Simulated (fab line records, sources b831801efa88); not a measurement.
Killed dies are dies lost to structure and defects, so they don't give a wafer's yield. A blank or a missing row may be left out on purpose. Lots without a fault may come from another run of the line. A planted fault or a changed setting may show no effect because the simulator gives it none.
fab line records | flow gf180mcu | part 1 of 2: steps 1 to 26 of 36
record lots=5 wafers=15 last_day=32
route steps=602 shown STI@18 DNWELL@32 NWELL@42
lots that met no fault: from a run of the same line without faults
start_h: hours from the record's first day to the start of the lot's first wafer shown | wait_h: hours since the lot's step before | " the same as in the row above | L1.1+2: a row that stands for several wafers | - no value, or no start given | * or withheld: withheld | < > ~ a bound
route shown NAME@n: a module of which the file shows steps, and the number in the route of the first | usual: mean/standard deviation of fault-free wafers | same: alike in all rows | chamber/n: place in a boat | sites: the reading at each site | _std_site: their standard deviation | _edge_site: outer sites' mean less inner sites' | radius_mm: how far each site lies from the wafer's centre | mask NAME#n: copy n | behind: the tool/chamber that last shaped the wafer | hold: why the lot was held/for how many hours/how that ended | device: the transistor (n, p or np) that didn't switch | end of line: the same wafers' tests at the end of the route | a step without rows: its recipe alone | killed: dies lost to structure and defects at the first sort, not the wafer's yield | map: a wafer's dies, x killed, . not, _ none there
set.NAME: the setting as run; set.NAME@STEP: as run at that earlier step | model.NAME: the simulator's own value behind a step, which no gauge read
lots at some steps of the route; a table a step, a row a wafer
services: from which hour (start_h, from the record's first day; less than 0 if before it) a tool's chamber was out of use, for how many hours, and why
## steps
# step GF_STI_WET_ETCH_17
# recipe chemistry=H3PO4 target_depth_nm=45 temp_c=160 target=Si3N4 time_s=514
# columns lot.wafer tool chamber start_h wait_h
L077.2+5+6 wet_bench-03 0 40.06 0.0
L078.2+3+4 wet_bench-01 3 46.89 0.0
L079.1+2+5 wet_bench-01 2 52.70 0.0
L086.2+4+6 wet_bench-03 0 87.39 0.0
L087.3+4+5 wet_bench-03 0 91.76 0.0
# step GF_STI_CLEAN_18
# recipe chemistry=SC1/SC2 mix=1:4:20 temp_c=70 time_s=150
# columns lot.wafer tool chamber start_h wait_h
L077.2+5+6 wet_bench-01 1 40.21 0.0
L078.2+3+4 wet_bench-04 3 47.04 0.0
L079.1+2+5 wet_bench-01 3 52.86 0.0
L086.2+4+6 wet_bench-04 3 87.56 0.0
L087.3+4+5 wet_bench-04 3 91.91 0.0
# step GF_STI_CLEAN_19
# recipe chemistry=dHF time_s=20 dilution=100:1
# columns lot.wafer tool chamber start_h wait_h
L077.2+5+6 wet_bench-04 3 40.26 0.0
L078.2+3+4 wet_bench-03 1 47.09 0.0
L079.1+2+5 wet_bench-01 1 52.92 0.0
L086.2+4+6 wet_bench-01 3 87.61 0.0
L087.3+4+5 wet_bench-01 2 91.96 0.0
# step GF_STI_WET_ETCH_20
# recipe chemistry=dHF dilution=100:1 target_depth_nm=20 temp_c=24.42 dry=ipa_marangoni target=SiO2 time_s=400
# columns lot.wafer tool chamber start_h wait_h
L077.2+5+6 wet_bench-03 0 40.27 0.0
L078.2+3+4 wet_bench-01 0 47.11 0.0
L079.1+2+5 wet_bench-04 3 52.93 0.0
L086.2+4+6 wet_bench-03 2 87.62 0.0
L087.3+4+5 wet_bench-03 1 91.97 0.0
# step GF_STI_OXIDATION_21
# recipe temp_c=1000 ambient=O2 stabilise_s=600 purge_s=300 target_thk_a=150 ox_time_s=458
# usual ox_temp_c=1000.0/0.42 spike_tc_lower_C=1000.3/1 spike_tc_top_C=1008/4.1 zone_power_centre_pct=24.8/0.64 zone_power_lower_pct=23.8/0.91
# columns lot.wafer tool chamber start_h wait_h ox_temp_c spike_tc_lower_C spike_tc_top_C zone_power_centre_pct zone_power_lower_pct
L077.2 furnace-01 0 40.61 0.2 1000.6 1001.0 1003 25.9 25.0
L077.5 " 0 " " 999.8 1000.7 1003 25.3 25.1
L077.6 " 0 " " 999.8 1001.4 1003 25.4 24.8
L078.2 furnace-02 0 47.96 0.7 1000.5 997.8 1011 23.8 22.8
L078.3 " 0 " " 999.8 1001.5 1011 24.0 22.7
L078.4 " 0 " " 999.7 1001.6 1009 24.3 23.1
L079.1 furnace-02 0 54.28 1.2 999.7 1001.0 1012 24.5 23.2
L079.2 " 0 " " 1000.3 999.3 1013 24.2 23.2
L079.5 " 0 " " 999.4 1000.0 1012 24.2 23.3
L086.2 furnace-02 0 87.75 0.0 1000.5 1000.5 1012 24.5 22.9
L086.4 " 0 " " 1000.0 1001.1 1012 24.1 22.9
L086.6 " 0 " " 1000.3 1001.0 1012 24.5 22.8
L087.3 furnace-01 0 92.09 0.0 1000.9 999.4 1004 25.1 24.9
L087.4 " 0 " " 999.4 1000.4 1004 25.4 25.2
L087.5 " 0 " " 999.9 999.6 1002 25.4 24.7
# step GF_STI_THK_MEAS_22
# recipe reads=SiO2_of_STI_OXIDATION_21
# usual STI_OXIDATION_01_THK=15.0/0.35
# columns lot.wafer tool chamber start_h wait_h STI_OXIDATION_01_THK[nm]
L077.2 film_metro-02 - 41.75 0.0 14.9
L077.5 " - " " 14.8
L077.6 " - " " 14.7
L078.2 film_metro-02 - 49.10 0.0 15.1
L078.3 " - " " 15.0
L078.4 " - " " 14.8
L079.1 film_metro-02 - 55.41 0.0 15.1
L079.2 " - " " 15.2
L079.5 " - " " 14.9
L086.2 film_metro-02 - 88.89 0.0 14.8
L086.4 " - " " 14.9
L086.6 " - " " 15.0
L087.3 film_metro-04 - 93.24 0.0 15.1
L087.4 " - " " 15.0
L087.5 " - " " 14.9
# step GF_STI_CVD_23
# recipe material=SiO2 target_thk_nm=650 sigma_open_frac=0.3 time_s=108.3 temp_c=600 sih4_flow_sccm=60 pressure_mtorr=6
# columns lot.wafer tool chamber start_h wait_h
L077.2+5+6 hdpcvd-01 1,2,1 41.80 0.0
L078.2+3+4 hdpcvd-02 1,0,2 49.15 0.0
L079.1+2+5 hdpcvd-02 0,1,2 55.47 0.1
L086.2+4+6 hdpcvd-02 0,1,2 88.94 0.0
L087.3+4+5 hdpcvd-01 0,0,2 93.28 0.0
# step GF_STI_THK_MEAS_24
# recipe reads=SiO2_of_STI_CVD_23
# usual STI_CVD_23_THK=645/7
# columns lot.wafer tool chamber start_h wait_h STI_CVD_23_THK[nm]
L077.2 film_metro-01 - 41.89 0.0 661
L077.5 " - " " 654
L077.6 " - " " 656
L078.2 film_metro-01 - 49.23 0.0 646
L078.3 " - " " 635
L078.4 " - " " 640
L079.1 film_metro-01 - 55.55 0.0 634
L079.2 " - " " 650
L079.5 " - " " 641
L086.2 film_metro-01 - 89.03 0.0 638
L086.4 " - " " 642
L086.6 " - " " 637
L087.3 film_metro-01 - 93.38 0.1 645
L087.4 " - " " 638
L087.5 " - " " 642
# step GF_STI_CMP_25
# recipe stop_on=Si3N4 t_overpolish_s=33 down_force_psi=4 platen_rpm=60 target_thk_nm=524.6 pad_velocity_m_s=0.94248
# usual edge_zone_pressure_frac=1.000/0.0052 motor_current_A=12.1/0.93 overpolish_run_s=33.001/0.0085 time_to_endpoint_s=123/4.9
# columns lot.wafer tool chamber start_h wait_h edge_zone_pressure_frac motor_current_A overpolish_run_s time_to_endpoint_s
L077.2 cmp-01 3 42.04 0.1 1.008 11.3 32.999 128
L077.6 " 1 " " 1.006 11.1 32.996 129
L077.5 " 2 " " 0.993 12.8 32.986 134
L078.2 cmp-01 0 49.31 0.1 1.003 11.8 32.998 119
L078.4 " 1 " " 0.994 10.7 32.992 128
L078.3 " 2 " " 0.998 12.2 33.019 128
L079.2 cmp-02 2 55.61 0.0 0.999 11.6 32.996 121
L079.1 " 3 " " 0.998 12.5 32.990 121
L079.5 " 2 " " 0.997 11.4 33.010 119
L086.4 cmp-01 1 89.08 0.0 0.992 10.7 32.994 125
L086.2 " 0 " " 1.000 11.6 33.014 117
L086.6 " 1 " " 0.988 10.8 33.005 127
L087.4 cmp-02 3 93.47 0.1 1.001 13.0 32.998 124
L087.3 " 1 " " 0.999 13.7 33.008 123
L087.5 " 3 " " 0.997 12.6 33.004 120
# step GF_STI_WET_ETCH_26
# recipe chemistry=dHF target_depth_nm=94 target=SiO2 temp_c=25 dilution=10:1 time_s=188
# columns lot.wafer tool chamber start_h wait_h
L077.2+5+6 wet_bench-01 3 42.24 0.1
L078.2+3+4 wet_bench-01 2 49.61 0.2
L079.1+2+5 wet_bench-01 3 55.91 0.2
L086.2+4+6 wet_bench-03 0 89.38 0.1
L087.3+4+5 wet_bench-01 0 93.72 0.1
# step GF_STI_WET_ETCH_27
# recipe chemistry=H3PO4 target_depth_nm=160 target=Si3N4 temp_c=160 time_s=1825
# columns lot.wafer tool chamber start_h wait_h
L077.2+5+6 wet_bench-04 3 42.30 0.0
L078.2+3+4 wet_bench-04 0 49.68 0.0
L079.1+2+5 wet_bench-04 1 55.97 0.0
L086.2+4+6 wet_bench-01 2 89.44 0.0
L087.3+4+5 wet_bench-03 2 93.78 0.0
# step GF_STI_WET_ETCH_28
# recipe chemistry=dHF target_depth_nm=20 dry=ipa_marangoni target=SiO2 temp_c=25 dilution=10:1 time_s=40
# columns lot.wafer tool chamber start_h wait_h
L077.2+5+6 wet_bench-01 2 42.81 0.0
L078.2+3+4 wet_bench-03 1 50.19 0.0
L079.1+2+5 wet_bench-01 3 56.49 0.0
L086.2+4+6 wet_bench-04 2 90.00 0.0
L087.3+4+5 wet_bench-01 3 94.30 0.0
# step GF_STI_OXIDATION_29
# recipe temp_c=900 ambient=O2 stabilise_s=600 purge_s=300 target_thk_a=100 ox_time_s=1418
# usual ox_temp_c=900.0/0.43 spike_tc_lower_C=900.1/1.1 spike_tc_top_C=909/4.1 zone_power_centre_pct=19.6/0.54 zone_power_lower_pct=18.8/0.67
# columns lot.wafer tool chamber start_h wait_h ox_temp_c spike_tc_lower_C spike_tc_top_C zone_power_centre_pct zone_power_lower_pct
L077.2 furnace-01 0 42.83 0.0 900.3 900.4 904 19.8 19.3
L077.5 " 0 " " 900.3 900.0 905 20.2 19.5
L077.6 " 0 " " 900.0 901.9 903 20.0 19.7
L078.2 furnace-02 0 51.28 1.1 900.1 900.0 913 18.8 18.0
L078.3 " 0 " " 899.8 898.1 911 19.1 18.3
L078.4 " 0 " " 900.4 899.2 913 19.2 18.0
L079.1 furnace-02 0 56.91 0.4 899.4 898.6 915 19.1 17.9
L079.2 " 0 " " 900.0 898.8 912 19.3 18.2
L079.5 " 0 " " 899.7 897.8 917 19.4 18.1
L086.2 furnace-02 0 90.02 0.0 900.1 899.4 913 19.4 18.3
L086.4 " 0 " " 900.3 898.7 911 19.2 18.1
L086.6 " 0 " " 900.3 900.4 911 18.9 18.1
L087.3 furnace-01 0 94.32 0.0 900.1 901.1 904 19.7 19.5
L087.4 " 0 " " 900.1 901.4 904 20.0 19.7
L087.5 " 0 " " 899.7 900.3 905 20.4 19.5
# step GF_STI_THK_MEAS_30
# recipe reads=SiO2_of_STI_OXIDATION_29
# usual STI_OXIDATION_02_THK=10.00/0.2
# columns lot.wafer tool chamber start_h wait_h STI_OXIDATION_02_THK[nm]
L077.2 film_metro-02 - 44.24 0.0 9.55
L077.5 " - " " 9.84
L077.6 " - " " 9.79
L078.2 film_metro-01 - 52.69 0.0 10.11
L078.3 " - " " 10.02
L078.4 " - " " 10.05
L079.1 film_metro-02 - 58.31 0.0 10.15
L079.2 " - " " 10.26
L079.5 " - " " 10.16
L086.2 film_metro-02 - 91.42 0.0 9.62
L086.4 " - " " 9.84
L086.6 " - " " 9.72
L087.3 film_metro-01 - 95.73 0.0 9.94
L087.4 " - " " 9.85
L087.5 " - " " 9.92
# step GF_DNWELL_DEHYDRATE_00
# recipe temp_c=200 time_s=60
# usual chill_plate_temp_C=23.01/0.11 plate_temp_C=200.01/0.15
# columns lot.wafer tool chamber start_h wait_h chill_plate_temp_C plate_temp_C
L077.2 litho_track-01 0 50.24 6.0 22.97 199.64
L077.5 " 0 " " 23.07 200.00
L077.6 " 0 " " 22.91 199.82
L078.2 litho_track-04 0 58.53 5.8 23.02 200.15
L078.3 " 0 " " 22.98 199.87
L078.4 " 0 " " 22.81 200.00
L079.1 litho_track-01 0 64.01 5.7 23.06 200.04
L079.2 " 0 " " 23.04 199.77
L079.5 " 0 " " 22.94 199.93
L086.2 litho_track-01 0 97.38 6.0 22.96 199.73
L086.4 " 0 " " 22.98 199.96
L086.6 " 0 " " 23.07 199.97
L087.3 litho_track-04 0 101.80 6.1 23.20 199.95
L087.4 " 0 " " 23.04 200.17
L087.5 " 0 " " 23.04 199.97
# step GF_DNWELL_HMDS_01
# recipe prime_time_s=60 prime_temp_c=120
# usual chill_plate_temp_C=23.02/0.1
# columns lot.wafer tool chamber start_h wait_h chill_plate_temp_C
L077.2 litho_track-01 0 50.39 0.1 23.19
L077.5 " 0 " " 23.10
L077.6 " 0 " " 23.07
L078.2 litho_track-04 0 58.68 0.1 23.11
L078.3 " 0 " " 23.15
L078.4 " 0 " " 23.16
L079.1 litho_track-01 0 64.16 0.1 23.03
L079.2 " 0 " " 23.19
L079.5 " 0 " " 23.22
L086.2 litho_track-01 0 97.53 0.1 22.84
L086.4 " 0 " " 22.89
L086.6 " 0 " " 23.08
L087.3 litho_track-04 0 101.95 0.1 22.94
L087.4 " 0 " " 23.19
L087.5 " 0 " " 23.05
# step GF_DNWELL_COAT_02
# recipe spin_rpm=2000 resist_thk_nm=3000
# usual chill_plate_temp_C=23.00/0.11
# columns lot.wafer tool chamber start_h wait_h chill_plate_temp_C
L077.2 litho_track-01 0 50.54 0.1 23.00
L077.5 " 0 " " 23.02
L077.6 " 0 " " 23.03
L078.2 litho_track-04 0 58.83 0.1 22.94
L078.3 " 0 " " 22.99
L078.4 " 0 " " 22.94
L079.1 litho_track-01 0 64.31 0.1 23.25
L079.2 " 0 " " 23.04
L079.5 " 0 " " 22.88
L086.2 litho_track-01 0 97.68 0.1 22.80
L086.4 " 0 " " 22.83
L086.6 " 0 " " 22.92
L087.3 litho_track-04 0 102.10 0.1 22.97
L087.4 " 0 " " 23.11
L087.5 " 0 " " 23.11
# step GF_DNWELL_SOFTBAKE_03
# recipe temp_c=110 time_s=withheld
# usual chill_plate_temp_C=22.99/0.11 plate_temp_C=110.01/0.13
# columns lot.wafer tool chamber start_h wait_h chill_plate_temp_C plate_temp_C
L077.2 litho_track-01 0 50.69 0.1 23.00 110.01
L077.5 " 0 " " 22.89 109.94
L077.6 " 0 " " 23.01 109.67
L078.2 litho_track-04 0 58.99 0.1 23.00 109.77
L078.3 " 0 " " 22.92 109.97
L078.4 " 0 " " 23.20 110.06
L079.1 litho_track-01 0 64.46 0.1 23.03 109.89
L079.2 " 0 " " 22.93 109.89
L079.5 " 0 " " 22.96 109.90
L086.2 litho_track-01 0 97.84 0.1 22.92 110.33
L086.4 " 0 " " 22.87 110.22
L086.6 " 0 " " 22.91 110.08
L087.3 litho_track-04 0 102.27 0.1 22.76 109.96
L087.4 " 0 " " 22.98 109.82
L087.5 " 0 " " 22.99 109.83
# step GF_DNWELL_EXPOSE_04
# recipe mask_id=DNWELL target_cd_nm=1700 na=0.6 source_shape=conventional sigma_outer=0.6 dose_mj=260
# usual focus_offset_nm=-0.1/0.54
# columns lot.wafer tool chamber start_h wait_h mask focus_offset_nm
L077.2 iline_stepper-01 0 - - DNWELL#0 0.0
L077.5 " 0 " " DNWELL#0 -0.2
L077.6 " 0 " " DNWELL#0 0.5
L078.2 iline_stepper-02 0 - - DNWELL#0 0.3
L078.3 " 0 " " DNWELL#0 -0.8
L078.4 " 0 " " DNWELL#0 -0.1
L079.1 iline_stepper-01 0 - - DNWELL#0 1.3
L079.2 " 0 " " DNWELL#0 0.6
L079.5 " 0 " " DNWELL#0 0.3
L086.2 iline_stepper-01 0 - - DNWELL#0 -0.6
L086.4 " 0 " " DNWELL#0 -0.2
L086.6 " 0 " " DNWELL#0 0.1
L087.3 iline_stepper-01 0 - - DNWELL#0 -0.6
L087.4 " 0 " " DNWELL#0 -0.1
L087.5 " 0 " " DNWELL#0 -0.4
# step GF_DNWELL_PEB_05
# recipe temp_c=115 time_s=withheld
# usual chill_plate_temp_C=22.99/0.11 plate_temp_C=114.98/0.12
# columns lot.wafer tool chamber start_h wait_h chill_plate_temp_C plate_temp_C
L077.2 litho_track-02 0 - - 23.13 114.83
L077.5 " 0 " " 23.12 114.94
L077.6 " 0 " " 23.15 115.02
L078.2 litho_track-02 0 - - 22.95 114.95
L078.3 " 0 " " 23.07 114.91
L078.4 " 0 " " 22.97 114.93
L079.1 litho_track-04 0 - - 22.88 115.04
L079.2 " 0 " " 22.84 114.83
L079.5 " 0 " " 23.03 115.14
L086.2 litho_track-01 0 - - 23.09 114.87
L086.4 " 0 " " 23.13 114.91
L086.6 " 0 " " 23.18 115.07
L087.3 litho_track-01 0 - - 23.10 115.04
L087.4 " 0 " " 23.22 115.10
L087.5 " 0 " " 23.04 115.00
# step GF_DNWELL_DEVELOP_06
# recipe wall_angle_deg=90 develop_time_s=60 dev_temp_c=23
# usual chill_plate_temp_C=23.00/0.094
# same develop_time_s=60
# columns lot.wafer tool chamber start_h wait_h chill_plate_temp_C
L077.2 litho_track-02 0 - - 23.09
L077.5 " 0 " " 23.10
L077.6 " 0 " " 23.04
L078.2 litho_track-02 0 - - 22.95
L078.3 " 0 " " 23.03
L078.4 " 0 " " 22.99
L079.1 litho_track-04 0 - - 23.09
L079.2 " 0 " " 23.03
L079.5 " 0 " " 23.02
L086.2 litho_track-01 0 - - 22.91
L086.4 " 0 " " 22.85
L086.6 " 0 " " 22.86
L087.3 litho_track-01 0 - - 23.05
L087.4 " 0 " " 22.96
L087.5 " 0 " " 22.93
# step GF_DNWELL_IMPLANT_07
# recipe species=P energy_kev=1500 dose_cm2=1e+13 tilt_deg=0
# same implant_ion_amu=31
# columns lot.wafer tool chamber start_h wait_h
L077.2+5+6 implanter-03 0 57.13 -
L078.2+3+4 implanter-03 0 65.53 -
L079.1+2+5 implanter-01 0 70.65 -
L086.2+4+6 implanter-02 0 104.98 -
L087.3+4+5 implanter-02 0 109.81 -
# step GF_DNWELL_STRIP_08
# recipe chemistry=O2/N2 power_w=1400 pressure_mtorr=1500 platen_temp_c=250 o2_flow_sccm=3000 n2_flow_sccm=300 overash_fraction=0.5
# usual drypump_motor_current_A=5.5/0.42 heater_power_w=353/80 o2_flow_sccm=3001/8.9 oes_product_au=0.722/0.0044 strip_time_to_endpoint_s=36.99/0.1
# same overash_fraction=0.5
# columns lot.wafer tool chamber start_h wait_h drypump_motor_current_A heater_power_w o2_flow_sccm oes_product_au rf_hours_counter_h strip_time_to_endpoint_s
L077.2 plasma_asher-01 0 57.26 0.1 5.7 341 3009 0.718 45 37.06
L077.5 " 0 " " 5.7 340 3001 0.714 - 36.94
L077.6 " 1 " " 5.6 301 2989 0.728 - 36.98
L078.2 plasma_asher-02 0 65.66 0.1 6.2 292 3006 0.722 41 36.92
L078.3 " 0 " " 6.2 292 2999 0.720 - 36.95
L078.4 " 1 " " 5.2 381 3004 0.724 - 36.77
L079.1 plasma_asher-03 1 70.80 0.1 5.0 493 2996 0.730 36 36.96
L079.2 " 0 " " 5.6 275 3010 0.717 36 37.02
L079.5 " 1 " " 5.0 488 3004 0.726 - 37.04
L086.2 plasma_asher-02 0 105.11 0.1 6.2 298 3015 0.724 45 37.09
L086.4 " 1 " " 5.2 388 2979 0.726 - 37.02
L086.6 " 1 " " 5.2 382 2993 0.722 - 36.93
L087.3 plasma_asher-01 0 109.94 0.1 5.7 337 2992 0.719 - 37.10
L087.4 " 1 " " 5.5 302 3007 0.713 - 37.04
L087.5 " 1 " " 5.5 318 3009 0.724 - 37.15
# step GF_DNWELL_TW_MEAS_09
# usual DNWELL_TW=1341/13
# columns lot.wafer tool chamber start_h wait_h DNWELL_TW
L077.2 film_metro-03 - 57.37 0.1 1352
L077.5 " - " " 1352
L077.6 " - " " 1349
L078.2 film_metro-03 - 65.77 0.1 1360
L078.3 " - " " 1364
L078.4 " - " " 1358
L079.1 film_metro-01 - 70.90 0.1 1342
L079.2 " - " " 1338
L079.5 " - " " 1333
L086.2 film_metro-01 - 105.22 0.1 1319
L086.4 " - " " 1326
L086.6 " - " " 1321
L087.3 film_metro-01 - 110.07 0.1 1334
L087.4 " - " " 1331
L087.5 " - " " 1332
# step GF_NWELL_DEHYDRATE_00
# recipe temp_c=200 time_s=60
# usual chill_plate_temp_C=23.02/0.1 plate_temp_C=200.01/0.16
# columns lot.wafer tool chamber start_h wait_h chill_plate_temp_C plate_temp_C
L077.2 litho_track-03 0 63.29 5.9 23.03 199.87
L077.5 " 0 " " 22.90 200.07
L077.6 " 0 " " 22.99 199.97
L078.2 litho_track-01 0 71.04 5.3 23.04 200.01
L078.3 " 0 " " 23.00 200.11
L078.4 " 0 " " 23.18 200.13
L079.1 litho_track-03 0 77.47 6.6 23.05 199.98
L079.2 " 0 " " 23.04 199.81
L079.5 " 0 " " 22.93 199.78
L086.2 litho_track-04 0 112.03 6.8 22.85 199.90
L086.4 " 0 " " 23.12 199.98
L086.6 " 0 " " 22.82 199.95
L087.3 litho_track-01 0 116.26 6.2 23.03 200.31
L087.4 " 0 " " 22.99 200.10
L087.5 " 0 " " 22.99 200.14
# step GF_NWELL_HMDS_01
# recipe prime_time_s=60 prime_temp_c=120
# usual chill_plate_temp_C=23.00/0.099
# columns lot.wafer tool chamber start_h wait_h chill_plate_temp_C
L077.2 litho_track-03 0 63.44 0.1 22.82
L077.5 " 0 " " 22.82
L077.6 " 0 " " 22.85
L078.2 litho_track-01 0 71.19 0.1 23.08
L078.3 " 0 " " 23.11
L078.4 " 0 " " 23.05
L079.1 litho_track-03 0 77.62 0.1 22.91
L079.2 " 0 " " 23.04
L079.5 " 0 " " 22.89
L086.2 litho_track-04 0 112.18 0.1 23.05
L086.4 " 0 " " 23.03
L086.6 " 0 " " 23.07
L087.3 litho_track-01 0 116.41 0.1 23.08
L087.4 " 0 " " 23.11
L087.5 " 0 " " 23.18
